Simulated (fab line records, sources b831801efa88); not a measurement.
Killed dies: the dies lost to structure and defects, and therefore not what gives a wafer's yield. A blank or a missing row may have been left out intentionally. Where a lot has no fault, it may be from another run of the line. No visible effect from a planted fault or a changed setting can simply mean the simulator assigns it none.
Which tool is to blame? :: flow gf180mcu :: 42 wafers from 14 lots sampled at 3 of the route's 602 steps

== WHAT EACH GAUGE READ, for each wafer ==
GF_V2_THK_MEAS_03. Usual: for V2_CVD_02_THK the level is 856 nm and the standard deviation is 13.
lot: L742
measured: day 19 15:13
on: film-metro-04
V2_CVD_02_THK (nm): 832 863 855
flag: 

lot: L743
measured: day 19 16:10
on: film-metro-04
V2_CVD_02_THK (nm): 839 859 854
flag: 

lot: L745
measured: day 20 18:20
on: film-metro-04
V2_CVD_02_THK (nm): 855 843 857
flag: 

lot: L746
measured: day 21 00:46
on: film-metro-04
V2_CVD_02_THK (nm): 855 872 849
flag: 

lot: L747
measured: day 21 02:06
on: film-metro-03
V2_CVD_02_THK (nm): 856 849 836
flag: 

lot: L748
measured: day 21 15:23
on: film-metro-02
V2_CVD_02_THK (nm): 837 856 861
flag: 

lot: L749
measured: day 21 23:35
on: film-metro-03
V2_CVD_02_THK (nm): 851 875 894
flag: 

lot: L751
measured: day 22 14:28
on: film-metro-04
V2_CVD_02_THK (nm): 871 846 857
flag: 

lot: L753
measured: day 23 10:34
on: film-metro-02
V2_CVD_02_THK (nm): 847 297 304
flag: OFF

lot: L754
measured: day 23 14:38
on: film-metro-04
V2_CVD_02_THK (nm): 867 852 869
flag: 

lot: L757
measured: day 24 13:57
on: film-metro-04
V2_CVD_02_THK (nm): 853 300 317
flag: OFF

lot: L759
measured: day 25 08:26
on: film-metro-04
V2_CVD_02_THK (nm): 857 874 851
flag: 

lot: L762
measured: day 26 04:29
on: film-metro-03
V2_CVD_02_THK (nm): 853 874 844
flag: 

lot: L764
measured: day 26 17:56
on: film-metro-03
V2_CVD_02_THK (nm): 820 861 843
flag: 

GF_V2_CD_MEAS_14 targets a cd of 260 nm. Usual: cd-nm at 259.9 nm, with a standard deviation of 1.2.
lot: L742
measured: day 20 15:29
on: cd-sem-02
cd-nm (nm): 260.7 259.1 259.4
flag: 

lot: L743
measured: day 20 16:50
on: cd-sem-02
cd-nm (nm): 259.4 258.4 258.3
flag: 

lot: L745
measured: day 21 18:47
on: cd-sem-01
cd-nm (nm): 260.1 260.4 259.2
flag: 

lot: L746
measured: day 22 00:22
on: cd-sem-01
cd-nm (nm): 258.3 260.8 259.0
flag: 

lot: L747
measured: day 22 00:59
on: cd-sem-02
cd-nm (nm): 259.7 259.4 259.8
flag: 

lot: L748
measured: day 22 15:32
on: cd-sem-02
cd-nm (nm): 261.7 261.6 262.2
flag: 

lot: L749
measured: day 22 22:47
on: cd-sem-01
cd-nm (nm): 261.6 261.3 261.4
flag: 

lot: L751
measured: day 23 13:17
on: cd-sem-01
cd-nm (nm): 260.9 260.7 260.6
flag: 

lot: L753
measured: day 24 09:02
on: cd-sem-01
cd-nm (nm): 260.8 261.0 260.2
flag: 

lot: L754
measured: day 24 13:26
on: cd-sem-02
cd-nm (nm): 259.1 260.2 258.9
flag: 

lot: L757
measured: day 25 11:40
on: cd-sem-02
cd-nm (nm): 259.8 258.0 258.7
flag: 

lot: L759
measured: day 26 06:04
on: cd-sem-02
cd-nm (nm): 259.2 259.5 261.5
flag: 

lot: L762
measured: day 27 01:43
on: cd-sem-01
cd-nm (nm): 258.9 259.8 258.8
flag: 

lot: L764
measured: day 27 15:07
on: cd-sem-02
cd-nm (nm): 259.9 257.7 258.8
flag: 

== WHICH TOOL RAN EACH LOT (tool, then ch and the chambers of the sampled wafers, then the start) ==
lot: L742
GF_V2_CVD_02: pecvd-01 ch 0,1, day 19 15:08

lot: L743
GF_V2_CVD_02: pecvd-04 ch 0,1,2, day 19 16:05

lot: L745
GF_V2_CVD_02: pecvd-01 ch 1,2, day 20 18:16

lot: L746
GF_V2_CVD_02: pecvd-04 ch 0,2, day 21 00:41

lot: L747
GF_V2_CVD_02: pecvd-01 ch 0,1,2, day 21 02:02

lot: L748
GF_V2_CVD_02: pecvd-03 ch 0,1,2, day 21 15:19

lot: L749
GF_V2_CVD_02: pecvd-04 ch 0,2, day 21 23:31

lot: L751
GF_V2_CVD_02: pecvd-04 ch 0,2, day 22 14:23

lot: L753
GF_V2_CVD_02: pecvd-03 ch 0,1,2, day 23 10:29

lot: L754
GF_V2_CVD_02: pecvd-04 ch 0,1,2, day 23 14:34

lot: L757
GF_V2_CVD_02: pecvd-03 ch 0,1, day 24 13:52

lot: L759
GF_V2_CVD_02: pecvd-01 ch 0,1,2, day 25 08:22

lot: L762
GF_V2_CVD_02: pecvd-01 ch 0,1,2, day 26 04:25

lot: L764
GF_V2_CVD_02: pecvd-04 ch 0,1,2, day 26 17:52
- GF_V2_CVD_02: deposits SiO2 from TEOS, target thk 850 nm, time 94.851 s.

== AS READ BY THE TOOLS THEMSELVES (means over the sampled wafers that have a number; for cases with no such wafer, the mark the record gives instead) ==
GF_V2_CVD_02. Usual: heater-power-w at 746 W, with a standard deviation of 89.
lot: L742
tool: pecvd-01
heater-power-w (W): 741
flag: 

lot: L743
tool: pecvd-04
heater-power-w (W): 753
flag: 

lot: L745
tool: pecvd-01
heater-power-w (W): 737
flag: 

lot: L746
tool: pecvd-04
heater-power-w (W): 739
flag: 

lot: L747
tool: pecvd-01
heater-power-w (W): 730
flag: 

lot: L748
tool: pecvd-03
heater-power-w (W): 771
flag: 

lot: L749
tool: pecvd-04
heater-power-w (W): 697
flag: 

lot: L751
tool: pecvd-04
heater-power-w (W): 652
flag: 

lot: L753
tool: pecvd-03
heater-power-w (W): 697
flag: 

lot: L754
tool: pecvd-04
heater-power-w (W): 733
flag: 

lot: L757
tool: pecvd-03
heater-power-w (W): 694
flag: 

lot: L759
tool: pecvd-01
heater-power-w (W): 773
flag: 

lot: L762
tool: pecvd-01
heater-power-w (W): 796
flag: 

lot: L764
tool: pecvd-04
heater-power-w (W): 760
flag: 

== THE ANSWER, worked out from the rows above alone ==
Rule: take the mean of a lot's wafers that have a number; if it is more than 3 standard deviations from the usual mean, the lot is off. Also off: a lot with no number at a reading for which 4 or more lots have one. The other lots that the step has rows for count as sound. After the gauges, taken in route order, come the tools' own readings; for these a lot's mean is taken, as printed above. At the first step where some lot is off, the reading lying furthest off is the one used; lots without a number count as furthest.
Off: L753, L757, at GF_V2_THK_MEAS_03 (V2_CVD_02_THK).
A tool fits if, at a process step before that reading, it ran every lot that is off, and no sound lot after the first of them. Gauges at GF_V2_THK_MEAS_03: tried the same way as those tools. One fits: GF_V2_CVD_02 on pecvd-03. Its last sound lot is L748 (day 21 15:19), its first lot that is off L753 (day 23 10:29): a fault that began between those two fits.

== WHAT THE SIMULATOR HAD PUT IN ==
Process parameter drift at GF_V2_CVD_02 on pecvd-03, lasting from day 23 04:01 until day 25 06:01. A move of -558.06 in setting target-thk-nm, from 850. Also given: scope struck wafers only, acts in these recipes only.
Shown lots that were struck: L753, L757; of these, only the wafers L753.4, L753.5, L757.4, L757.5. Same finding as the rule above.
